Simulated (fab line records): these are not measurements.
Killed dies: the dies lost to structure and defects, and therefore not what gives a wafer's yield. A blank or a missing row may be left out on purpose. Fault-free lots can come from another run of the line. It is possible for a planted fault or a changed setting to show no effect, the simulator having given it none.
Check of tool commonality :: flow gf180mcu :: Sampled: 13 lots, 39 wafers

## WHY IT WAS OPENED
GF_HV_LDD_TW_MEAS_11, reading HV_LDD_TW: flagged on 2 of 13 lots. Fault-free wafers read 2406, with a standard deviation of 13.
Rule: flag the lot when none of its wafers has a number, or when each of its wafers that has one lies beyond 4 standard deviations from that mean. All remaining lots are regarded as sound.

lot: L154
measured: day 10 01:32
on: film_metro-02
HV_LDD_TW, wafer by wafer: 2410 2395 2399
flag: 

lot: L156
measured: day 10 17:55
on: film_metro-01
HV_LDD_TW, wafer by wafer: 2392 2389 2380
flag: 

lot: L157
measured: day 10 21:55
on: film_metro-01
HV_LDD_TW, wafer by wafer: 2395 2388 2388
flag: 

lot: L158
measured: day 11 06:53
on: film_metro-03
HV_LDD_TW, wafer by wafer: 2416 2417 2407
flag: 

lot: L159
measured: day 11 16:43
on: film_metro-03
HV_LDD_TW, wafer by wafer: 2315 2313 2321
flag: FLAGGED

lot: L160
measured: day 11 22:31
on: film_metro-01
HV_LDD_TW, wafer by wafer: 2315 2295 2292
flag: FLAGGED

lot: L169
measured: day 14 13:01
on: film_metro-03
HV_LDD_TW, wafer by wafer: 2414 2423 2429
flag: 

lot: L170
measured: day 15 00:09
on: film_metro-02
HV_LDD_TW, wafer by wafer: 2401 2407 2393
flag: 

lot: L171
measured: day 15 06:16
on: film_metro-02
HV_LDD_TW, wafer by wafer: 2402 2413 2423
flag: 

lot: L173
measured: day 15 19:02
on: film_metro-02
HV_LDD_TW, wafer by wafer: 2414 2416 2404
flag: 

lot: L175
measured: day 16 11:50
on: film_metro-02
HV_LDD_TW, wafer by wafer: 2411 2410 2431
flag: 

lot: L176
measured: day 16 22:49
on: film_metro-03
HV_LDD_TW, wafer by wafer: 2400 2404 2406
flag: 

lot: L177
measured: day 17 01:13
on: film_metro-02
HV_LDD_TW, wafer by wafer: 2402 2391 2403
flag: 
Average over the flagged lots: 2308; offset from the usual -98, equal to -8 standard deviations.

## WHICH TOOL EACH LOT WENT THROUGH
The record holds 1 process step before the reading, out of a route of 602 steps. In each cell: the tool, then ch and the chambers that the sampled wafers went through, then the start.
lot: L154
flag: 
GF_HV_LDD_IMPLANT_09: implanter-04 ch 0, day 10 01:19

lot: L156
flag: 
GF_HV_LDD_IMPLANT_09: implanter-02 ch 0, day 10 17:41

lot: L157
flag: 
GF_HV_LDD_IMPLANT_09: implanter-01 ch 0, day 10 21:41

lot: L158
flag: 
GF_HV_LDD_IMPLANT_09: implanter-01 ch 0, day 11 06:40

lot: L159
flag: FLAGGED
GF_HV_LDD_IMPLANT_09: implanter-01 ch 0, day 11 16:29

lot: L160
flag: FLAGGED
GF_HV_LDD_IMPLANT_09: implanter-01 ch 0, day 11 22:17

lot: L169
flag: 
GF_HV_LDD_IMPLANT_09: implanter-02 ch 0, day 14 12:48

lot: L170
flag: 
GF_HV_LDD_IMPLANT_09: implanter-04 ch 0, day 14 23:54

lot: L171
flag: 
GF_HV_LDD_IMPLANT_09: implanter-04 ch 0, day 15 06:02

lot: L173
flag: 
GF_HV_LDD_IMPLANT_09: implanter-04 ch 0, day 15 18:49

lot: L175
flag: 
GF_HV_LDD_IMPLANT_09: implanter-04 ch 0, day 16 11:34

lot: L176
flag: 
GF_HV_LDD_IMPLANT_09: implanter-02 ch 0, day 16 22:34

lot: L177
flag: 
GF_HV_LDD_IMPLANT_09: implanter-04 ch 0, day 17 00:58
These steps, and what they do:
- GF_HV_LDD_IMPLANT_09
- GF_HV_LDD_TW_MEAS_11

## FLAGGED AGAINST TOTAL, ONE TOOL AT A TIME (gauges that did the reading follow at the end)
step: GF_HV_LDD_IMPLANT_09
tool: implanter-01
lots run: 4
flagged: 2
share of the flagged lots: all
sound lots run after its first flagged lot: 0

step: GF_HV_LDD_IMPLANT_09
tool: implanter-02
lots run: 3
flagged: 0
share of the flagged lots: none
sound lots run after its first flagged lot: -

step: GF_HV_LDD_IMPLANT_09
tool: implanter-04
lots run: 6
flagged: 0
share of the flagged lots: none
sound lots run after its first flagged lot: -

step: GF_HV_LDD_TW_MEAS_11
tool: film_metro-01
lots run: 3
flagged: 1
share of the flagged lots: some
sound lots run after its first flagged lot: 0

step: GF_HV_LDD_TW_MEAS_11
tool: film_metro-02
lots run: 6
flagged: 0
share of the flagged lots: none
sound lots run after its first flagged lot: -

step: GF_HV_LDD_TW_MEAS_11
tool: film_metro-03
lots run: 4
flagged: 1
share of the flagged lots: some
sound lots run after its first flagged lot: 2 (L169,L176)

## WHAT IS ALLOWED BY THE TABLE
All flagged lots share 1 row of the table, namely implanter-01 at GF_HV_LDD_IMPLANT_09.
- implanter-01 at GF_HV_LDD_IMPLANT_09 ran 4 lots, 2 of them flagged. Its last sound lot is L158 (day 11 06:40), its first flagged lot L159 (day 11 16:29): a fault that began between those two fits. Its own readings (dose_ions_cm2, faraday_current_uA) fall more than 4 standard deviations out on all wafers of the flagged lots.
Just one tool remains: implanter-01 at GF_HV_LDD_IMPLANT_09.

## WHAT HAD BEEN PUT IN BY THE SIMULATOR
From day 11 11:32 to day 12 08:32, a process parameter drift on implanter-01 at GF_HV_LDD_IMPLANT_09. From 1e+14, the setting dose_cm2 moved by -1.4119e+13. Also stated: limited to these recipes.
Shown lots that were struck: L159, L160. The rule above reached the same finding.
